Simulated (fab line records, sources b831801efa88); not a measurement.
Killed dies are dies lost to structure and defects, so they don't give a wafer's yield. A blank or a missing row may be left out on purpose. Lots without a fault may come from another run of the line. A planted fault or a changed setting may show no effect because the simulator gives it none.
Which tool did it? | flow sky130 | 10 lots, 30 wafers sampled, at 7 steps of a route of 708

WHAT THE GAUGES READ, wafer by wafer
SKY_VT_ADJUST_LVTN_OVL_MEAS_07.
lot  | measured     | on         | VT_ADJUST_LVTN_OVL (nm)
L214 | day 7 00:51  | overlay-02 | 0.9 -1.1 -0.3
L213 | day 7 01:07  | overlay-02 | 0.4 0.3 -1.5
L216 | day 7 16:14  | overlay-01 | 2.7 3.2 1.8
L218 | day 8 06:19  | overlay-02 | -0.3 0.9 0.8
L219 | day 8 09:55  | overlay-01 | -1.1 0.1 -0.9
L223 | day 9 14:25  | overlay-02 | 0.6 -0.7 1.6
L226 | day 10 10:06 | overlay-02 | -0.2 1.1 0.2
L231 | day 11 15:55 | overlay-02 | 0.0 -0.6 0.8
L236 | day 13 14:31 | overlay-01 | 2.3 0.5 2.2
L235 | day 13 14:52 | overlay-01 | -0.7 -2.0 0.2

SKY_VT_ADJUST_NCORE_CD_MEAS_07: target cd 380 nm.
lot  | measured     | on        | cd_nm (nm)
L214 | day 8 15:35  | cd_sem-01 | 374.9 377.5 377.3
L213 | day 8 16:13  | cd_sem-01 | 379.5 381.5 380.2
L216 | day 9 08:34  | cd_sem-01 | 378.9 380.7 379.0
L218 | day 9 23:32  | cd_sem-01 | 377.7 378.5 378.8
L219 | day 10 03:14 | cd_sem-02 | 383.8 384.0 379.4
L223 | day 11 11:29 | cd_sem-02 | 382.0 382.3 382.5
L226 | day 12 08:04 | cd_sem-02 | - - -
L231 | day 13 15:58 | cd_sem-01 | 381.5 381.9 383.6
L236 | day 15 20:29 | cd_sem-01 | 379.2 380.0 378.3
L235 | day 15 21:28 | cd_sem-01 | 381.7 384.3 383.6

SKY_VT_ADJUST_NCORE_TW_MEAS_11.
lot  | measured     | on            | VT_ADJUST_NCORE_TW
L214 | day 8 16:00  | film_metro-03 | 221.0 219.5 220.3
L213 | day 8 16:37  | film_metro-04 | 221.3 220.3 220.3
L216 | day 9 08:58  | film_metro-04 | 221.0 222.5 223.4
L218 | day 9 23:56  | film_metro-04 | 222.8 222.3 222.6
L219 | day 10 03:38 | film_metro-03 | 222.1 220.8 222.3
L223 | day 11 11:52 | film_metro-02 | 219.9 219.7 220.3
L226 | day 12 08:28 | film_metro-03 | 30.3 30.2 30.3
L231 | day 13 16:22 | film_metro-02 | 220.5 221.1 223.0
L236 | day 15 20:53 | film_metro-03 | 220.5 219.6 219.4
L235 | day 15 21:51 | film_metro-03 | 218.7 219.2 218.3

SKY_VT_ADJUST_HVTR_TW_MEAS_11.
lot  | measured     | on            | VT_ADJUST_HVTR_TW
L214 | day 9 12:24  | film_metro-02 | 211.2 212.0 210.7
L213 | day 9 13:54  | film_metro-02 | 211.3 210.9 211.5
L216 | day 10 06:04 | film_metro-02 | 211.7 211.5 211.6
L218 | day 10 22:41 | film_metro-02 | 212.0 210.9 210.2
L219 | day 11 02:43 | film_metro-02 | 211.5 210.2 211.0
L223 | day 12 12:14 | film_metro-01 | 210.4 210.7 211.8
L226 | day 13 09:10 | film_metro-02 | 264.1 265.9 266.3
L231 | day 14 19:21 | film_metro-02 | 210.8 212.5 211.8
L236 | day 17 01:28 | film_metro-02 | 211.9 212.5 212.7
L235 | day 17 02:08 | film_metro-04 | 213.7 214.8 215.0

WHICH TOOL RAN EACH LOT (tool, then ch and the chambers of the sampled wafers, then the start)
lot  | SKY_NWELL_STRIP_14                   | SKY_NWELL_STRIP_25                   | SKY_VT_ADJUST_NCORE_EXPOSE_04
L214 | plasma_asher-02 ch 0,1, day 4 17:08  | plasma_asher-03 ch 0,1, day 5 10:22  | iline_stepper-01 ch 0, day 8 05:50
L213 | plasma_asher-03 ch 0,1, day 4 17:10  | plasma_asher-02 ch 0,1, day 5 10:41  | iline_stepper-01 ch 0, day 8 06:19
L216 | plasma_asher-02 ch 0,1, day 5 08:14  | plasma_asher-04 ch 1, day 6 02:41    | iline_stepper-01 ch 0, day 8 22:22
L218 | plasma_asher-02 ch 0,1, day 5 20:37  | plasma_asher-04 ch 0,1, day 6 15:49  | iline_stepper-02 ch 0, day 9 13:38
L219 | plasma_asher-03 ch 0,1, day 6 00:34  | plasma_asher-04 ch 0,1, day 6 19:56  | iline_stepper-01 ch 0, day 9 17:16
L223 | plasma_asher-02 ch 0,1, day 7 02:34  | plasma_asher-04 ch 0,1, day 7 21:05  | iline_stepper-01 ch 0, day 11 00:11
L226 | plasma_asher-02 ch 0,1, day 7 19:44  | plasma_asher-04 ch 0,1, day 8 15:29  | iline_stepper-01 ch 0, day 11 20:38
L231 | plasma_asher-04 ch 0,1, day 8 20:28  | plasma_asher-02 ch 0,1, day 9 17:17  | iline_stepper-02 ch 0, day 13 04:01
L236 | plasma_asher-04 ch 0,1, day 10 13:23 | plasma_asher-03 ch 0,1, day 11 12:38 | iline_stepper-01 ch 0, day 15 06:35
L235 | plasma_asher-02 ch 0,1, day 10 13:46 | plasma_asher-04 ch 0,1, day 11 13:01 | iline_stepper-02 ch 0, day 15 08:02
- SKY_NWELL_STRIP_14: strips in O2/N2.
- SKY_NWELL_STRIP_25: strips in O2/N2.
- SKY_VT_ADJUST_NCORE_EXPOSE_04: exposes mask LVTN COMPLEMENT THIN, target cd 380 nm.

WHAT THE TOOLS THEMSELVES READ (means of the sampled wafers that have a number; where no wafer has one, the mark that the record gives instead)
SKY_NWELL_STRIP_14.
lot  | tool            | chamber_pressure_mTorr (mTorr) | drypump_motor_current_A (A) | oes_product_au (a.u.) | strip_time_to_endpoint_s (s)
L214 | plasma_asher-02 | 1500.0                         | 5.83                        | 0.723                 | 37.02
L213 | plasma_asher-03 | 1499.5                         | 6.05                        | 0.720                 | 36.84
L216 | plasma_asher-02 | 1498.4                         | 5.82                        | 0.724                 | 37.05
L218 | plasma_asher-02 | 1500.1                         | 5.82                        | 0.720                 | 36.75
L219 | plasma_asher-03 | 1500.6                         | 5.81                        | 0.724                 | 36.97
L223 | plasma_asher-02 | 1500.3                         | 5.76                        | 0.719                 | 36.88
L226 | plasma_asher-02 | 1499.4                         | 5.84                        | 0.729                 | 37.15
L231 | plasma_asher-04 | 1498.1                         | 5.93                        | 0.720                 | 37.05
L236 | plasma_asher-04 | 1501.2                         | 5.92                        | 0.723                 | 36.99
L235 | plasma_asher-02 | 1499.8                         | 5.82                        | 0.726                 | 36.99

SKY_NWELL_STRIP_25.
lot  | tool            | chamber_pressure_mTorr (mTorr) | drypump_motor_current_A (A) | oes_product_au (a.u.) | strip_time_to_endpoint_s (s)
L214 | plasma_asher-03 | 1499.7                         | 6.03                        | 0.719                 | 36.80
L213 | plasma_asher-02 | 1500.7                         | 5.76                        | 0.722                 | 37.06
L216 | plasma_asher-04 | 1499.5                         | 5.90                        | 0.722                 | 37.04
L218 | plasma_asher-04 | 1499.2                         | 5.91                        | 0.719                 | 37.01
L219 | plasma_asher-04 | 1500.9                         | 5.91                        | 0.721                 | 37.01
L223 | plasma_asher-04 | 1498.5                         | 5.91                        | 0.725                 | 36.95
L226 | plasma_asher-04 | 1498.7                         | 5.92                        | 0.721                 | 36.97
L231 | plasma_asher-02 | 1499.6                         | 5.73                        | 0.725                 | 36.93
L236 | plasma_asher-03 | 1500.2                         | 6.04                        | 0.725                 | 37.04
L235 | plasma_asher-04 | 1499.8                         | 5.92                        | 0.727                 | 36.98

SKY_VT_ADJUST_NCORE_EXPOSE_04.
lot  | tool             | reticle_temp_C (C)
L214 | iline_stepper-01 | 22.88
L213 | iline_stepper-01 | 23.01
L216 | iline_stepper-01 | 23.05
L218 | iline_stepper-02 | 22.81
L219 | iline_stepper-01 | 22.94
L223 | iline_stepper-01 | 23.08
L226 | iline_stepper-01 | 23.13
L231 | iline_stepper-02 | 22.99
L236 | iline_stepper-01 | 23.09
L235 | iline_stepper-02 | 23.04

THE ANSWER, worked out from the rows above alone
Rule: what is usual is taken from the lots themselves. Put in order of their means at a reading, lots are off if they are a third of the lots or fewer, leave a main group of 4 or more, and stand apart from it by a gap of 3 or more times the standard deviation of the main group's means; of several such gaps the widest counts. A main group whose means are all the same, to the digits that the tables above print for the reading, isn't used. A lot without any number at a reading at which 4 lots or more have one is off too. The other lots that the step has rows for count as sound. The gauges are gone through in route order, then the tools' own readings, and for those a lot's mean is taken as printed above. The first step at which some lot is off is used, and at that step the reading that is off furthest; a lot without a number counts as furthest.
Off: L226, at SKY_VT_ADJUST_NCORE_CD_MEAS_07 (cd_nm). Without a number there: L226. The main group: mean 380.5 nm, standard deviation 2.1.
A tool fits if, at a process step before that reading, it ran every lot that is off, and no sound lot after the first of them. The gauges at SKY_VT_ADJUST_NCORE_CD_MEAS_07 aren't tried: what is off there is off at SKY_VT_ADJUST_NCORE_TW_MEAS_11 too, on other tools, and a gauge's error can't cause that. None of those tried fits.

WHAT THE SIMULATOR HAD PUT IN
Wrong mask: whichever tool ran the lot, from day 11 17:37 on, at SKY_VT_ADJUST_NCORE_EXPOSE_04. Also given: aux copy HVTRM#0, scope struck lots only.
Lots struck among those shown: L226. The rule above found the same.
